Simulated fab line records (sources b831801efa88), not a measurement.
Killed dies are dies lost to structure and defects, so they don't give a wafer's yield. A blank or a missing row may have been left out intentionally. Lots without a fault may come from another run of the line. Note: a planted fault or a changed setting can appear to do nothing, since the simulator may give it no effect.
Split-lot experiment    flow sfq line    5 lots, 23 wafers read, on a route of 325 steps

== SPLIT DETAILS ==
At SFQ_TRILAYER_L0_VIA_LITHO_COAT_013 (resist thk 650 nm), the setting resist thk nm was moved away from the recipe's 650 nm on 8 of the 23 wafers read, by -4.3% to +3.5%. This setting was run at the recipe's value on the other wafers.

== FROM THE SPLIT TO THE READING: what the file shows between them, 4 steps ==
- SFQ_TRILAYER_L0_VIA_LITHO_SOFTBAKE_017
- SFQ_TRILAYER_L0_VIA_LITHO_EXPOSE_014: exposes mask L0V, target cd 700 nm
- SFQ_TRILAYER_L0_VIA_LITHO_DEVELOP_015: time 60 s
- SFQ_TRILAYER_L0_VIA_BARC_OPEN_VIA_ETCH_021: etches BARC in O2, target depth 125 nm, time 43.58 s

== THE READING ==
KrF_of_TRILAYER_L0_VIA_LITHO_COAT_013.thk nm (the simulator's own value, which no gauge read), in nm, at SFQ_TRILAYER_L0_VIA_ETCH_VIA_ETCH_016 (etches SiO2 in CHF3, stops on MoNx KI, target depth 80 nm). No usual value for it is given in the file. Here, 15 wafers ran the recipe; their average is 558.4 nm with a standard deviation of 1.3 nm.

wafer   tool, chamber at the split  resist thk nm as run, nm  against the recipe  KrF_of_TRILAYER_L0_VIA_LITHO_COAT_013.thk nm, nm  against lot-mates on the recipe
L079.2  litho track-02, 0           622.1                     -4.3%               530.9                                             -27.1
L079.3  litho track-02, 0           650                       recipe              558.1                                             -
L079.4  litho track-02, 0           622.1                     -4.3%               531.7                                             -26.2
L079.5  litho track-02, 0           622.1                     -4.3%               534.2                                             -23.8
L079.6  litho track-02, 0           650                       recipe              557.8                                             -
L081.3  litho track-03, 0           650                       recipe              556.5                                             -
L081.5  litho track-03, 0           650                       recipe              558.6                                             -
L081.6  litho track-03, 0           650                       recipe              555.3                                             -
L083.1  litho track-02, 0           672.8                     +3.5%               581                                               +22.4
L083.2  litho track-02, 0           650                       recipe              558.7                                             -
L083.4  litho track-02, 0           650                       recipe              559.3                                             -
L083.5  litho track-02, 0           650                       recipe              557.7                                             -
L083.6  litho track-02, 0           672.8                     +3.5%               579.2                                             +20.6
L084.1  litho track-02, 0           650                       recipe              561                                               -
L084.2  litho track-02, 0           650                       recipe              559.4                                             -
L084.3  litho track-02, 0           650                       recipe              559.1                                             -
L084.4  litho track-02, 0           650                       recipe              560                                               -
L084.6  litho track-02, 0           650                       recipe              558.3                                             -
L085.1  litho track-03, 0           633.5                     -2.5%               540.4                                             -17.9
L085.2  litho track-03, 0           650                       recipe              558.2                                             -
L085.3  litho track-03, 0           650                       recipe              558.4                                             -
L085.4  litho track-03, 0           633.5                     -2.5%               540.6                                             -17.7
L085.5  litho track-03, 0           633.5                     -2.5%               540.5                                             -17.8

THE FIT
A straight line over all 23 wafers: KrF_of_TRILAYER_L0_VIA_LITHO_COAT_013.thk nm changes by +6.28 nm for each +1% of resist thk nm; r = +0.99; the points scatter about the line by 1.5 nm.
The same after taking each lot's own level away (the mean of its wafers on the recipe; 23 wafers): +6.2 nm for each +1%; r = +1.00; scatter 1.3 nm.
Per that fit: largest resist thk nm move, reading shift of 27 nm.
From 556.80 to 559.56 nm: that is the span of the lots' own levels, equal to 2.1 times the standard deviation above.
The two slopes agree, so the slope changes little with the lot-to-lot level.
Check: with one of the wafers moved furthest among these (-4.3%) left out of the fit, the line predicts -26.7 nm for it against its lot-mates. It came out at -27.1 nm against them.

== ADDITIONAL SPLITS CARRIED BY THESE WAFERS ==
These wafers also went through other splits before the reading. Each is held against what the fit with the lots' levels taken away leaves over:
other split on the same wafers                wafers away from the commonest value  r with KrF_of_TRILAYER_L0_VIA_LITHO_COAT_013.thk nm (lot level and that fit taken away)
SFQ_TRILAYER_INCOMING_OXIDATION_002 temp c    15                                    +0.25
SFQ_TRILAYER_L0_LITHO_COAT_005 resist thk nm  10                                    -0.08

== THE WHOLE CHAIN: every reading that the file lists as answering this split, in the file's order ==
step                                        what it does                                               reading                                                                                        change (the file's fit)               r (the file's)
SFQ_TRILAYER_L0_VIA_LITHO_COAT_013          resist thk 650 nm                                          KrF_of_TRILAYER_L0_VIA_LITHO_COAT_013.thk nm (the simulator's own value, which no gauge read)  +6.53 nm for each +1% of the setting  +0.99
SFQ_TRILAYER_L0_VIA_BARC_OPEN_VIA_ETCH_021  etches BARC in O2, target depth 125 nm, time 43.58 s       KrF_of_TRILAYER_L0_VIA_LITHO_COAT_013.thk nm (the simulator's own value, which no gauge read)  +6.28 nm for each +1% of the setting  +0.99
SFQ_TRILAYER_L0_VIA_ETCH_VIA_ETCH_016       etches SiO2 in CHF3, stops on MoNx KI, target depth 80 nm  KrF_of_TRILAYER_L0_VIA_LITHO_COAT_013.thk nm (the simulator's own value, which no gauge read)  +6.22 nm for each +1% of the setting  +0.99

== FILE'S OWN FIT ==
KrF_of_TRILAYER_L0_VIA_LITHO_COAT_013.thk nm changes by +6.22 nm for each +1% of resist thk nm, r = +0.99.
